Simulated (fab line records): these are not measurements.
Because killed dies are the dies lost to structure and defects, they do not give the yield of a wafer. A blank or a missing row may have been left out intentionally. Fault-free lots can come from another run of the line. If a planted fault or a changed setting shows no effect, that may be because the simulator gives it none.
Problem report, 8D (eight disciplines) form, completed by code    flow sfq-line    the parts of the form that need people (team, actions taken, sign-off) are left out

1. PROBLEM STATEMENT
cd-nm at SFQ_TRILAYER_JJ_CE_METRO_MEASURE_117 reads a mean of 688.5 nm on 6 wafers of 2 lots; wafers without a fault read 700.0 nm with a standard deviation of 1.5. Relative to the usual mean, that is a shift of -7.7 standard deviations.
First seen on wafer L305.2, day 45 11:53, on cd-sem-02. Wafers with a number at this step in the record: 42, from 14 lots. Rule for "out", or "out of limits": more than 4 standard deviations from the usual mean. The other wafers with a number count as sound.

2. WHAT THIS IS AND IS NOT
question                     is                      is not
which readings at this step  cd-nm                   -
which lots                   L305, L306              L292, L293, L294, L295, L296, L297, L307, L308, L310, L311, L314, L315
which wafers of those lots   all that have a number  -
read on which tools          cd-sem-01, cd-sem-02    -
when                         from day 45 11:53       up to then (18 sound wafers); but 18 sound wafers of L307, L308, L310, L311, L314, L315 came after

3. SUSPECTS, AND WHAT RULES EACH OUT
Counting: any tool at a process step up to the reading is kept as a suspect provided that every lot that is out went through it and no sound lot did after the first of them.
- litho-track-01 at SFQ_TRILAYER_JJ_CE_LITHO_PEB_117 (peb time 60 s): ruled out as a lasting fault. The sound lots L315 went through it after L305, its earliest lot that is out (day 45 11:22).
Left after counting: nothing in the record.

4. THE CAUSE (what the simulator had put in)
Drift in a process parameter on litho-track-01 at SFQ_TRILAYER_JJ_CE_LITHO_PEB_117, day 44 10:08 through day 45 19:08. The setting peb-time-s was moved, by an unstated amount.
It was ruled out by counting, in error; the rule expects a fault to strike all lots run on its tool from its start on, and this fault did not.

5. SEQUENCE OF EFFECTS, ordered by route
Each row: a reading where the mean over the struck wafers with a number is more than 3 standard deviations away from the usual. Only readings whose record carries a usual standard deviation are examined. hours: median over the lots of the time between each lot's start at the first step of this table that gives one and its start at this step. sigmas: the change, counted in usual standard deviations.
hours  step                                  reading  usual     on struck wafers  change  sigmas
0      SFQ_TRILAYER_JJ_CE_METRO_MEASURE_117  cd-nm    700.0 nm  688.5             -11.5   -7.7
It contains these process steps:
- SFQ_TRILAYER_JJ_CE_METRO_MEASURE_117

6. WHAT WOULD HAVE CAUGHT IT SOONER
26 hours passed between the start of the fault at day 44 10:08 and the first reading out of limits in this record, taken at day 45 11:53.
